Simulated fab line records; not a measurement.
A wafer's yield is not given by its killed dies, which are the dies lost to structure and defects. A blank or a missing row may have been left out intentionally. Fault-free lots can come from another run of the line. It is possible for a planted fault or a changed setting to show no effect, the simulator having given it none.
Chamber matching | flow sky130 | SKY_POLY_GATE_ETCH_17 on rie si-01 has 4 sister chambers
The step etches poly-Si in HBr/Cl2, stops on SiO2, target depth 180 nm, time 70.5 s. 4 wafers are shown with their chamber, then 8 later ones without.

== WAFERS PAIRED WITH THEIR CHAMBERS ==
wafer  | chamber | drypump motor current A (A)
L432.5 | 2       | 6.7
L436.1 | 1       | 6.3
L436.2 | 3       | 5.7
L438.1 | 0       | 5.0

== WAFERS WITHOUT THEIR CHAMBER ==
wafer  | drypump motor current A (A)
L438.3 | 6.7
L438.6 | 6.6
L440.1 | 6.6
L440.2 | 5.7
L440.4 | 6.3
L442.2 | 5.0
L442.4 | 6.4
L442.5 | 5.7

== WHICH CHAMBER EACH ONE RAN IN ==
wafer  | from the rows above | in truth
L438.3 | 2                   | 2
L438.6 | 2                   | 2
L440.1 | 2                   | 2
L440.2 | 3                   | 3
L440.4 | 1                   | 1
L442.2 | 0                   | 0
L442.4 | 1                   | 1
L442.5 | 3                   | 3
Correctly placed: 8 of 8. Not placeable from these rows: 0. 0 placed wrongly.
How it was worked out, from the rows above alone: a wafer's distance from a chamber is the root of the sum, over the readings, of the square of ((its reading less the chamber's mean) divided by the reading's scatter). The wafer belongs to the nearest chamber; if the next one is less than 2 further off, it can't be placed. A chamber's mean is the mean of its shown wafers. The scatter (one wafer shown for each chamber): square how far every hidden wafer sits from the nearest shown wafer, average those squares and take the square root.
